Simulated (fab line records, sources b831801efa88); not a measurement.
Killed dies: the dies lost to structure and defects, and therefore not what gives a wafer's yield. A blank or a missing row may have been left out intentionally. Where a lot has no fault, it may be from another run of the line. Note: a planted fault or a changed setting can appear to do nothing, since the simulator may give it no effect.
A lot that was struck, set against a sound lot -- flow sky130 -- 14 steps out of a route of 708
Sound: the wafers L834.1, L834.5, L834.6. Wafers struck: L850.1, L850.2, L850.4. The cause is given at the end.
Order at every step that has rows: each side's tool, ch and its chambers, its first start. Under that, the readings that differ: sound wafers -- struck wafers -- difference of the means -- sigmas: that difference in standard deviations of wafers without a fault.
alike: readings whose means differ by less than 2 such deviations, and words and numbers that are the same on both sides. not compared: withheld readings, readings that some wafer has no value for, bounds like >300 that may hide the same value, and numbers for which the record gives no deviation and whose values overlap.
A row with sigmas, a row that says differs or no value, or rows on one side alone: a step with any of these is where the two part. Non-overlapping numbers with no deviation appear without sigmas and do not part them. A reading that every wafer of one side lacks parts them only if that side has two wafers or more.

SKY_CONTACT_CVD_00: deposits Si3N4, target thk 75 nm.
  sound on pecvd-02 ch 1,2, day 32 08:12; struck on pecvd-02 ch 0,2, day 38 19:57
  alike: heater power w
SKY_CONTACT_THK_MEAS_01:
  sound on film metro-01 at day 32 08:14; struck on film metro-03 at day 38 20:00
  alike: CONTACT_CVD_00_THK
then, 1 step without rows for these wafers: SKY_CONTACT_HDPCVD_02 (deposits SiO2, target thk 565 nm, time 94.2 s).
SKY_CONTACT_THK_MEAS_03:
  sound on film metro-01 at day 32 08:22; struck on film metro-02 at day 38 20:08
  alike: CONTACT_HDPCVD_THK
SKY_CONTACT_CMP_04: polishes SiO2.
  sound on cmp-02 ch 0,1, day 32 08:26; struck on cmp-02 ch 0,2,3, day 38 20:11
  alike: motor current A, slurry filter dp kPa, time to endpoint s
SKY_CONTACT_BOW_MEAS_05:
  sound on film metro-01 at day 32 08:44; struck on film metro-01 at day 38 20:29
  alike: CONTACT_BOW
then, 6 steps without rows for these wafers: SKY_CONTACT_DEHYDRATE_06 (time 60 s); SKY_CONTACT_HMDS_07 (prime time 57.17 s); SKY_CONTACT_COAT_08 (resist thk 60 nm); SKY_CONTACT_COAT_09 (resist thk 450 nm); SKY_CONTACT_SOFTBAKE_10 (time 90 s); SKY_CONTACT_EXPOSE_11 (exposes mask CTM1, target cd 170 nm).
SKY_CONTACT_PEB_12:
  sound on litho track-03 ch 0, day 33 11:00; struck on litho track-04, day 39 20:00
reading,sound,struck,difference,sigmas
exhaust pa (Pa),45.4 45.7 44.9,- - -,no value on the struck wafers,
  not compared: chill plate temp C
then, 1 step without rows for these wafers: SKY_CONTACT_DEVELOP_13 (develop time 60 s).

## WHERE THEY PART
At SKY_CONTACT_PEB_12 and nowhere else, as far as this record goes.

WHY: whatever the simulator had introduced
Step skipped in full: litho track-04, at SKY_CONTACT_PEB_12, from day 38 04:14 onward. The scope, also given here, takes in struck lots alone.
